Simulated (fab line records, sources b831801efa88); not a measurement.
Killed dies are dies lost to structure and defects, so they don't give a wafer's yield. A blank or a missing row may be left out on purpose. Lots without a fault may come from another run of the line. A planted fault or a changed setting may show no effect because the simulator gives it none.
One fault seen from 2 desks | flow sky130 | each desk has only its own numbers; what lay behind them comes last

THE METROLOGY DESK
What the gauges read, lot by lot, whatever tool the lot ran on: means of the sampled wafers that have a number. A lot is out of limits, marked OUT, if its mean lies more than 4 standard deviations from the usual mean; the brackets give that distance.
Columns: A = VIA4_OVL at SKY_VIA4_OVL_MEAS_11, usual 1.2 nm; B = VIA4_W_RS at SKY_VIA4_RS_MEAS_19, usual 0.2252 ohm/sq; C = VIA4_W_THK at SKY_VIA4_THK_MEAS_20, usual 520 nm; D = METAL5_ALCU_RS at SKY_METAL5_RS_MEAS_05, usual 0.02697 ohm/sq; E = METAL5_ALCU_THK at SKY_METAL5_THK_MEAS_06, usual 1153 nm
lot  | first seen here | A    | B      | C   | D       | E
L870 | day 42 13:32    | 1.5  | 0.2248 | 521 | 0.02696 | 1154
L871 | day 43 02:06    | 3.4  | 0.2245 | 526 | 0.02752 | 1133
L880 | day 45 15:50    | -0.4 | 0.2227 | 524 | 0.02693 | 1140
L883 | day 46 09:26    | 1.8  | 0.2273 | 514 | 0.02720 | 1147
L889 | day 47 15:58    | 0.3  | 0.2198 | 534 | 0.02690 | 1157
L893 | day 48 10:56    | 0.3  | 0.2265 | 520 | 0.02707 | 1153
This desk's finding: nothing out of limits on any of the 6 lots.

THE TOOL OWNER'S DESK: pvd_sputter-04
The tool's own readings at SKY_VIA4_SPUTTER_17 (material TiN, target thk 20 nm, time 80 s): means of the sampled wafers that have a number, for each lot that ran on this tool. A lot is out of limits, marked OUT, if its mean lies more than 4 standard deviations from the usual mean; the brackets give that distance.
Columns: A = cathode_dc_power_W at SKY_VIA4_SPUTTER_17, usual 4000.1 W; B = throttle_valve_pct at SKY_VIA4_SPUTTER_17, usual 30.0 %
lot  | first seen here | A      | B
L871 | day 43 02:48    | 4000.0 | 30.3
L880 | day 45 16:36    | 4000.2 | 29.9
L883 | day 46 10:23    | 4000.2 | 30.2
This desk's finding: nothing out of limits on any of the 3 lots.

PUT TOGETHER
The metrology desk saw nothing out of limits.
The tool owner's desk saw nothing out of limits.

WHAT THE SIMULATOR HAD PUT IN
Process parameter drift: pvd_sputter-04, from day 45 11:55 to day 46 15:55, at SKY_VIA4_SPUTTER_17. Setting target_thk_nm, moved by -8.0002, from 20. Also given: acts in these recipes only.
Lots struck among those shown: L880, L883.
